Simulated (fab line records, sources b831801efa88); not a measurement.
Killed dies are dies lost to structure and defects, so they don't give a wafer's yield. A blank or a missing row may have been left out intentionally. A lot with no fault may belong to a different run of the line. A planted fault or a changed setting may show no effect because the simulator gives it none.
Chamber matching / flow gf180mcu / GF_M5_ETCH_09 on rie_diel-02 has 4 sister chambers
The step etches Si3N4 in CF4/O2, target depth 52 nm, time 11.6 s. 8 wafers are shown with their chamber, then 7 later ones without.

== WAFERS, EACH WITH ITS CHAMBER ==
wafer=L074.1; chamber=2; drypump_motor_current_A (A)=5.9; rf_fwd_power_W (W)=782
wafer=L080.5; chamber=1; drypump_motor_current_A (A)=6.3; rf_fwd_power_W (W)=788
wafer=L080.6; chamber=2; drypump_motor_current_A (A)=5.9; rf_fwd_power_W (W)=785
wafer=L082.4; chamber=1; drypump_motor_current_A (A)=6.3; rf_fwd_power_W (W)=792
wafer=L083.1; chamber=3; drypump_motor_current_A (A)=5.5; rf_fwd_power_W (W)=785
wafer=L083.6; chamber=0; drypump_motor_current_A (A)=5.7; rf_fwd_power_W (W)=789
wafer=L086.1; chamber=3; drypump_motor_current_A (A)=5.6; rf_fwd_power_W (W)=785
wafer=L086.3; chamber=0; drypump_motor_current_A (A)=5.7; rf_fwd_power_W (W)=792

== WAFERS MISSING THEIR CHAMBER ==
wafer=L086.6; drypump_motor_current_A (A)=5.7; rf_fwd_power_W (W)=793
wafer=L095.1; drypump_motor_current_A (A)=5.5; rf_fwd_power_W (W)=786
wafer=L095.3; drypump_motor_current_A (A)=5.9; rf_fwd_power_W (W)=789
wafer=L095.6; drypump_motor_current_A (A)=6.3; rf_fwd_power_W (W)=798
wafer=L096.1; drypump_motor_current_A (A)=5.6; rf_fwd_power_W (W)=781
wafer=L096.4; drypump_motor_current_A (A)=6.4; rf_fwd_power_W (W)=797
wafer=L096.6; drypump_motor_current_A (A)=5.7; rf_fwd_power_W (W)=788

== THE CHAMBER EACH PASSED THROUGH ==
wafer=L086.6; from the rows above=0; in truth=0
wafer=L095.1; from the rows above=3; in truth=3
wafer=L095.3; from the rows above=2; in truth=2
wafer=L095.6; from the rows above=1; in truth=1
wafer=L096.1; from the rows above=3; in truth=3
wafer=L096.4; from the rows above=1; in truth=1
wafer=L096.6; from the rows above=0; in truth=0
Correct placement for 7 of the 7. Left unplaced by these rows: 0. Number placed wrongly: 0.
How it was worked out, from the rows above alone: a wafer's distance from a chamber is the root of the sum, over the readings, of the square of ((its reading less the chamber's mean) divided by the reading's scatter). If the next closest chamber is less than 2 further off than the closest, the wafer can't be placed; otherwise it belongs to the closest. The mean given for a chamber averages the wafers shown for that chamber. The scatter: take each reading less its chamber's mean, square it, sum over the shown wafers, divide by the number of wafers less the number of chambers, and take the root.
